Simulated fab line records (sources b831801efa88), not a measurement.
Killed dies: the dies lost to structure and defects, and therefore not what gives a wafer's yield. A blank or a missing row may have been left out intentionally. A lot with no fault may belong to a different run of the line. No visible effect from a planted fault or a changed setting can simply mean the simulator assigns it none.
fab line records	flow sky130
[record] lots = 6	wafers = 17	lastDay = 49
route steps=708 shown METAL3@561 VIA3@573 PAD_OPEN@708
lots with no fault: from the same line, run without faults
startH: the number of hours between the record's first day and the start of the first shown wafer of the lot	waitH: how many hours have passed since the lot's step before this one	" same as the row above	L1.1+2: a single row standing in for several wafers	- either no value or no given start	* or withheld: withheld	< > ~ a bound
route shown NAME@n: names a module that has steps shown in the file, with the first one's number in the route	usual: mean and standard deviation over wafers with no fault	same: alike in all rows	chamber/n: place in a boat	sites: readings site by site	_std_site: how widely they spread, as a standard deviation	_edge_site: outer sites' mean less inner sites'	radiusMm: for every site, how far away it sits from the centre of the wafer	mask NAME#n: copy n	behind: the last tool/chamber to shape the wafer	hold: reason for holding the lot/hours on hold/outcome of the hold	device: whichever transistor did not switch (one of n, p or np)	end of line: the same wafers' tests at the end of the route	step lacking rows: just its recipe	killed: dies that structure and defects cost at the first sort, which is not the same as the wafer's yield	map: per-die view of a wafer (x killed, . not killed, _ where there is no die)
set.NAME: setting as actually run; set.NAME@STEP: the setting as run at that earlier step	model.NAME: the simulator's own value behind a step, which no gauge read
certain route steps with their lots: each step a table, each wafer a row
services: from which hour (startH, from the record's first day; less than 0 if before it) a tool's chamber was out of use, for how many hours, and why
[[steps]]
[step SKY_METAL3_PEB_11]
[recipe] pebTempC = withheld	pebTimeS = withheld	resist = KrF-thick
[step SKY_METAL3_DEVELOP_12]
[recipe] developTimeS = 60	resist = KrF-thick	devTempC = 21
[step SKY_METAL3_CD_MEAS_13]
[recipe] targetCdNm = 300
[usual] cdNm = 300.6/1.2
lot.wafer	tool	chamber	startH	waitH	cdNm
L419.4	cdSem-02	-	898.87	-	301.4
L419.5	"	-	"	"	300.5
L419.6	"	-	"	"	301.1
L422.1	cdSem-02	-	925.59	-	300.5
L422.3	"	-	"	"	301.7
L422.5	"	-	"	"	302.7
L424.1	cdSem-02	-	958.97	-	299.5
L424.4	"	-	"	"	301.4
L424.6	"	-	"	"	301.2
L430.1	cdSem-02	-	981.05	-	302.7
L430.5	"	-	"	"	302.3
L437.2	cdSem-02	-	1025.99	-	301.2
L437.5	"	-	"	"	300.6
L437.6	"	-	"	"	301.0
L439.1	cdSem-02	-	1033.65	-	301.0
L439.2	"	-	"	"	301.2
L439.5	"	-	"	"	301.0
[step SKY_METAL3_OVL_MEAS_14]
[usual] METAL3_OVL = 4/5.8
lot.wafer	tool	chamber	startH	waitH	METAL3_OVL[nm]
L419.4	overlay-02	-	898.95	0.1	4
L419.5	"	-	"	"	-4
L419.6	"	-	"	"	5
L422.1	overlay-02	-	925.71	0.1	2
L422.3	"	-	"	"	5
L422.5	"	-	"	"	-1
L424.1	overlay-01	-	959.09	0.1	-12
L424.4	"	-	"	"	2
L424.6	"	-	"	"	1
L430.1	overlay-01	-	981.17	0.1	0
L430.5	"	-	"	"	11
L437.2	overlay-02	-	1026.10	0.1	12
L437.5	"	-	"	"	0
L437.6	"	-	"	"	11
L439.1	overlay-01	-	1033.77	0.1	7
L439.2	"	-	"	"	7
L439.5	"	-	"	"	5
[step SKY_METAL3_DESCUM_15]
[recipe] chemistry = O2	sourcePowerW = 150	biasPowerW = 0	pressureMtorr = 10	tempC = 40	timeS = 8
[usual] chamberPressureMTorr = 10.000/0.0086	drypumpMotorCurrentA = 5.86/0.2	oesProductAu = 1.003/0.0074	rfFwdPowerW = 146.9/0.79
lot.wafer	tool	chamber	startH	waitH	chamberPressureMTorr	drypumpMotorCurrentA	oesProductAu	rfFwdPowerW	rfHoursCounterH
L419.4	rieMetal-02	0	898.98	0.0	10.004	5.88	1.019	146.9	-
L419.5	"	1	"	"	10.007	5.95	1.017	145.6	-
L419.6	"	0	"	"	9.998	5.88	1.016	148.1	-
L422.1	rieMetal-03	0	925.75	0.0	9.995	5.55	1.003	146.4	14
L422.3	"	0	"	"	10.000	5.54	0.993	145.6	-
L422.5	"	0	"	"	10.003	5.53	0.995	146.4	-
L424.1	rieMetal-02	1	959.13	0.0	10.000	5.94	1.009	145.9	12
L424.4	"	1	"	"	9.999	5.91	1.012	146.6	-
L424.6	"	0	"	"	9.988	5.87	1.012	147.6	-
L430.1	rieMetal-02	0	981.21	0.0	10.004	5.87	0.996	148.3	4
L430.5	"	0	"	"	10.005	5.87	1.003	148.7	-
L437.2	rieMetal-02	0	1026.13	0.0	9.990	5.87	0.998	147.9	6
L437.5	"	0	"	"	10.009	5.86	0.996	146.8	-
L437.6	"	1	"	"	9.995	5.97	1.009	145.6	-
L439.1	rieMetal-03	0	1033.81	0.0	9.977	5.57	0.995	146.3	21
L439.2	"	1	"	"	10.002	5.65	1.001	146.7	14
L439.5	"	0	"	"	9.997	5.59	1.004	146.6	-
[step SKY_METAL3_ETCH_16]
[recipe] chemistry = N2/H2	target = BARC	ionEnergyEv = 200	biasW = 100	pressureMtorr = 30	n2FlowSccm = 100	h2FlowSccm = 200	icpW = 500	stopOn = SiO2	timeS = 88.2	targetDepthA = 600
[usual] chamberPressureMTorr = 30.000/0.029	drypumpMotorCurrentA = 5.87/0.2	oesProductAu = 0.626/0.0049	rfFwdPowerW = 497.3/1.5	throttleValvePct = 13.204/0.0096
lot.wafer	tool	chamber	startH	waitH	chamberPressureMTorr	drypumpMotorCurrentA	oesProductAu	rfFwdPowerW	rfHoursCounterH	throttleValvePct
L419.4	rieMetal-02	0	899.03	0.0	30.028	5.88	0.618	498.1	-	13.209
L419.5	"	1	"	"	29.997	5.95	0.629	498.3	-	13.204
L419.6	"	0	"	"	29.987	5.88	0.626	497.7	-	13.201
L422.1	rieMetal-03	0	925.78	0.0	29.989	5.58	0.623	499.4	14	13.203
L422.3	"	0	"	"	29.996	5.57	0.627	495.1	-	13.205
L422.5	"	0	"	"	30.013	5.60	0.619	498.7	-	13.209
L424.1	rieMetal-02	1	959.16	0.0	29.941	5.97	0.625	499.5	12	13.185
L424.4	"	1	"	"	29.974	5.94	0.622	498.2	-	13.211
L424.6	"	0	"	"	30.059	5.89	0.616	497.9	-	13.195
L430.1	rieMetal-02	0	981.24	0.0	30.023	5.89	0.624	499.8	4	13.216
L430.5	"	0	"	"	30.064	5.89	0.634	498.8	-	13.208
L437.2	rieMetal-02	0	1026.16	0.0	30.040	5.90	0.623	499.6	6	13.207
L437.5	"	0	"	"	30.026	5.90	0.632	495.6	-	13.203
L437.6	"	1	"	"	29.995	5.91	0.621	496.4	-	13.214
L439.1	rieMetal-03	0	1033.84	0.0	30.001	5.58	0.626	500.3	21	13.211
L439.2	"	1	"	"	30.004	5.65	0.628	498.2	14	13.202
L439.5	"	0	"	"	29.934	5.58	0.628	500.5	-	13.210
[step SKY_METAL3_ETCH_17]
[recipe] target = SiO2	stopOn = TiN	chemistry = C4F8/O2/Ar	sourceW = 1500	biasW = 1200	pressureMtorr = 40	c4f8FlowSccm = withheld	O2_flow_sccm = 6	Ar_flow_sccm = 300	timeS = 3.9	targetDepthA = 150
[usual] chamberPressureMTorr = 40.00/0.036	oesProductAu = 0.754/0.0074	rfFwdPowerW = 1472/8.9
lot.wafer	tool	chamber	startH	waitH	chamberPressureMTorr	oesProductAu	rfFwdPowerW	rfHoursCounterH
L419.4	rieDiel-01	3	899.10	0.0	40.00	0.760	1473	0
L419.5	"	1	"	"	39.99	0.764	1485	-
L419.6	"	0	"	"	39.95	0.761	1471	-
L422.1	rieDiel-04	1	925.88	0.1	39.95	0.745	1458	15
L422.3	"	2	"	"	40.07	0.752	1478	14
L422.5	"	1	"	"	39.99	0.754	1464	-
L424.1	rieDiel-04	3	959.26	0.1	39.96	0.756	1485	15
L424.4	"	2	"	"	40.03	0.747	1475	15
L424.6	"	0	"	"	40.00	0.761	1467	-
L430.1	rieDiel-04	1	981.34	0.1	40.05	0.759	1457	17
L430.5	"	3	"	"	39.98	0.756	1469	-
L437.2	rieDiel-03	2	1026.26	0.1	39.98	0.754	1477	4
L437.5	"	2	"	"	39.95	0.764	1481	-
L437.6	"	3	"	"	40.03	0.755	1455	-
L439.1	rieDiel-04	3	1033.94	0.1	40.00	0.756	1475	18
L439.2	"	1	"	"	40.02	0.753	1464	19
L439.5	"	3	"	"	39.94	0.754	1469	-
[step SKY_METAL3_METAL_ETCH_18]
[recipe] targetDepthA = 8450	stopOn = SiO2	overEtchFrac = 0.3	timeS = 183.1	chemistry = Cl2/BCl3	resistSidewallDeg = 88	pressureMtorr = 10	icpW = 900	biasW = 48.5	Cl2_flow_sccm = 60	bcl3FlowSccm = 30
[step SKY_METAL3_STRIP_19]
[recipe] chemistry = O2/N2	powerW = 1400	pressureMtorr = 1500	platenTempC = withheld	o2FlowSccm = 3000	n2FlowSccm = 300	overashFraction = 0.5
[usual] chamberPressureMTorr = 1499.9/1.3	drypumpMotorCurrentA = 5.6/0.35	o2FlowSccm = 3001/10	oesProductAu = 0.501/0.0051	stripTimeToEndpointS = 6.51/0.058
lot.wafer	tool	chamber	startH	waitH	chamberPressureMTorr	drypumpMotorCurrentA	o2FlowSccm	oesProductAu	rfHoursCounterH	stripTimeToEndpointS
L419.4	plasmaAsher-01	1	899.33	0.1	1501.2	5.6	2999	0.504	-	6.48
L419.5	"	0	"	"	1499.8	5.1	3008	0.512	-	6.55
L419.6	"	1	"	"	1500.9	5.5	3006	0.492	-	6.49
L422.1	plasmaAsher-01	0	926.07	0.1	1498.6	5.1	3007	0.500	50	6.62
L422.3	"	0	"	"	1497.9	5.1	3011	0.506	-	6.57
L422.5	"	1	"	"	1499.7	5.5	3010	0.507	-	6.65
L424.1	plasmaAsher-04	0	959.45	0.1	1502.0	6.1	2994	0.495	108	6.53
L424.4	"	0	"	"	1500.9	6.1	3000	0.505	-	6.64
L424.6	"	0	"	"	1500.7	6.1	2997	0.507	-	6.62
L430.1	plasmaAsher-04	1	981.71	0.3	1500.0	5.7	2979	0.508	111	6.53
L430.5	"	0	"	"	1499.8	6.1	3000	0.500	-	6.51
L437.2	plasmaAsher-02	0	1026.46	0.1	1501.7	5.6	3020	0.489	26	6.47
L437.5	"	0	"	"	1498.2	5.6	3004	0.496	-	6.45
L437.6	"	1	"	"	1499.8	5.2	3003	0.502	-	6.52
L439.1	plasmaAsher-04	1	1034.13	0.1	1500.5	5.7	2998	0.497	117	6.38
L439.2	"	0	"	"	1499.0	6.2	2986	0.492	117	6.36
L439.5	"	0	"	"	1500.7	6.1	2982	0.493	-	6.42
[step SKY_METAL3_STRIP_20]
[recipe] chemistry = postEtchResidueRemover	timeS = 1200	tempC = 72.5
[step SKY_METAL3_CLEAN_21]
[recipe] chemistry = IPA	timeS = 180	tempC = 25
[step SKY_METAL3_CLEAN_22]
[recipe] chemistry = O3/DIW	dry = n2Spin
[step SKY_VIA3_HDPCVD_00]
[recipe] material = SiO2	targetThkNm = 1635	sigmaOpenFrac = 0.3	timeS = 272.5	tempC = 400	sih4FlowSccm = 60	pressureMtorr = 6
[usual] runLengthS = 300.1/0.44	susceptorTempC = 400.02/0.22
lot.wafer	tool	chamber	startH	waitH	runLengthS	susceptorTempC	model.SiO2_of_VIA3_HDPCVD_00.thkNm
L419.4	hdpcvd-02	1	900.07	0.1	299.8	400.06	1620
L419.5	"	0	"	"	300.2	400.08	1621
L419.6	"	2	"	"	300.4	399.52	1618
L422.1	hdpcvd-02	0	926.70	0.0	300.3	400.11	1624
L422.3	"	1	"	"	299.7	399.88	1638
L422.5	"	0	"	"	300.2	400.11	1644
L424.1	hdpcvd-02	1	960.05	0.0	306.9	400.21	1691
L424.4	"	1	"	"	307.0	399.91	1681
L424.6	"	2	"	"	300.1	399.89	1646
L430.1	hdpcvd-02	1	982.30	0.0	307.2	400.14	1688
L430.5	"	0	"	"	300.1	400.39	1636
L437.2	hdpcvd-01	2	1027.08	0.0	299.3	399.91	1656
L437.5	"	2	"	"	299.2	400.07	1659
L437.6	"	1	"	"	300.6	400.18	1670
L439.1	hdpcvd-01	0	1034.73	0.0	300.3	399.72	1661
L439.2	"	1	"	"	299.9	399.66	1640
L439.5	"	1	"	"	300.1	399.57	1644
[step SKY_VIA3_THK_MEAS_01]
[recipe] reads = SiO2_of_VIA3_HDPCVD_00
[usual] VIA3_HDPCVD_THK = 1639/13
lot.wafer	tool	chamber	startH	waitH	VIA3_HDPCVD_THK[nm]
L419.4	filmMetro-03	-	900.18	0.0	1620
L419.5	"	-	"	"	1622
L419.6	"	-	"	"	1617
L422.1	filmMetro-03	-	926.87	0.1	1623
L422.3	"	-	"	"	1636
L422.5	"	-	"	"	1644
L424.1	filmMetro-04	-	960.21	0.1	1691
L424.4	"	-	"	"	1682
L424.6	"	-	"	"	1646
L430.1	filmMetro-01	-	982.62	0.2	1687
L430.5	"	-	"	"	1635
L437.2	filmMetro-04	-	1027.26	0.1	1655
L437.5	"	-	"	"	1661
L437.6	"	-	"	"	1670
L439.1	filmMetro-04	-	1034.90	0.1	1661
L439.2	"	-	"	"	1639
L439.5	"	-	"	"	1641
[step SKY_VIA3_CMP_02]
[recipe] material = SiO2	downForcePsi = 4	platenRpm = 60	padVelocityMS = 0.94248
[usual] motorCurrentA = 12.1/0.96
lot.wafer	tool	chamber	startH	waitH	motorCurrentA
L419.4	cmp-01	2	900.26	0.1	13.1
L419.5	"	1	"	"	12.1
L419.6	"	2	"	"	12.8
L422.3	cmp-01	0	926.98	0.1	12.2
L422.1	"	2	"	"	12.9
L422.5	"	3	"	"	10.1
L424.1	cmp-01	2	960.37	0.1	12.9
L424.4	"	3	"	"	9.8
L424.6	"	1	"	"	12.1
L430.1	cmp-02	3	983.02	0.4	11.8
L430.5	"	1	"	"	13.0
L437.2	cmp-01	1	1027.31	0.0	11.2
L437.5	"	1	"	"	11.7
L437.6	"	2	"	"	13.2
L439.2	cmp-02	0	1034.96	0.0	12.9
L439.1	"	3	"	"	11.8
L439.5	"	1	"	"	13.2
[step SKY_PAD_OPEN_PROBE_99]
[usual] defectLimitedYield = 82.2/1.9	killed_at_M0_to_M3 = 43/6.5	killed_at_M4_up = 3.5/1.9	killedAtContacts = 24/5.4	killedAtFrontEnd = 16/4.8	killedAtOther = 0.4/0.64	killedDies = 87/9.4	killedOpen = 47/7	killedShort = 40/6.3	sort_bin_3_pad_short = 0.9/0.4	sort_bin_5_function = 10.5/1.4	sort_bin_6_memory = 6.3/1.1	sortNPass = 405/9.4	sortYieldPct = 82.2/1.9
[same] grossDies = 492	killedAtBackSide = 0	sort_bin_4_leakage[%] = 0	sort_bin_8_speed[%] = 0
lot.wafer	tool	chamber	startH	waitH	defectLimitedYield[%]	killed_at_M0_to_M3	killed_at_M4_up	killedAtContacts	killedAtFrontEnd	killedAtOther	killedDies	killedOpen	killedShort	sort_bin_3_pad_short[%]	sort_bin_5_function[%]	sort_bin_6_memory[%]	sortNPass	sortYieldPct[%]
L430.1	prober-01	-	1141.81	0.1	85.2	39	5	18	9	2	73	35	36	1.0	9.3	4.5	419	85.2
// killed by level:class
L430.1 VIA1:geometricParticle:open=8 METAL1:geometricParticle:short=6 LOCAL_INTERCONNECT:geometricParticle:short=5 CONTACT:geometricParticle:open=5 VIA1:geometricParticle:short=5 METAL2:geometricParticle:short=5 VIA2:geometricParticle:open=5 LI_CONTACT:geometricParticle:short=3
[[services]]
tool	chamber	startH	hours	kind
cmp-02	-	887.99	2.6	repair
cmp-02	-	912.00	4.0	pm
hdpcvd-01	-	913.84	0.7	repair
plasmaAsher-04	-	915.87	2.8	pm
cmp-02	-	916.32	6.9	pm
rieDiel-04	1	916.97	7.2	repair
hdpcvd-01	1	923.08	15.2	repair
rieMetal-03	1	933.70	7.2	repair
rieMetal-03	-	937.68	2.8	pm
hdpcvd-01	-	950.25	15.0	pm
hdpcvd-01	0	950.25	15.0	ventCycle
hdpcvd-01	1	950.25	15.0	ventCycle
hdpcvd-01	2	950.25	15.0	ventCycle
hdpcvd-02	-	950.94	1.0	repair
plasmaAsher-02	-	958.20	0.5	repair
rieDiel-01	-	961.77	0.5	repair
hdpcvd-01	0	965.25	-	clean
rieMetal-02	1	969.27	1.8	repair
rieMetal-03	1	980.39	20.4	repair
cmp-02	-	994.74	6.1	pm
rieDiel-03	-	995.79	3.9	repair
plasmaAsher-02	-	996.90	28.1	pm
cmp-02	-	1014.51	2.5	repair
rieDiel-04	-	1025.73	2.8	pm
[[key]]
[firstSign] step = SKY_VIA3_HDPCVD_00	reading = runLengthS	direction = up	sigmas = 16	usual = *	struck = *
[effect] step = SKY_VIA3_THK_MEAS_01	reading = VIA3_HDPCVD_THK	direction = up	sigmas = 3.6	usual = 1639	struck = 1687
[modelEffect] step = SKY_VIA3_HDPCVD_00	value = SiO2_of_VIA3_HDPCVD_00.thkNm	without = 1642	struck = 1686
metAt SKY_VIA3_HDPCVD_00
struckWafers L424.1,L424.4,L430.1
onsetBetween 926.70 960.05
[fault] kind = processParameterDrift	tool = hdpcvd-02	chamber = -	onsetH = 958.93	steps = SKY_VIA3_HDPCVD_00	channel = timeS	offset = *	shape = step	endH = 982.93	scope = struckWafersOnly	actsIn = *	stated = *
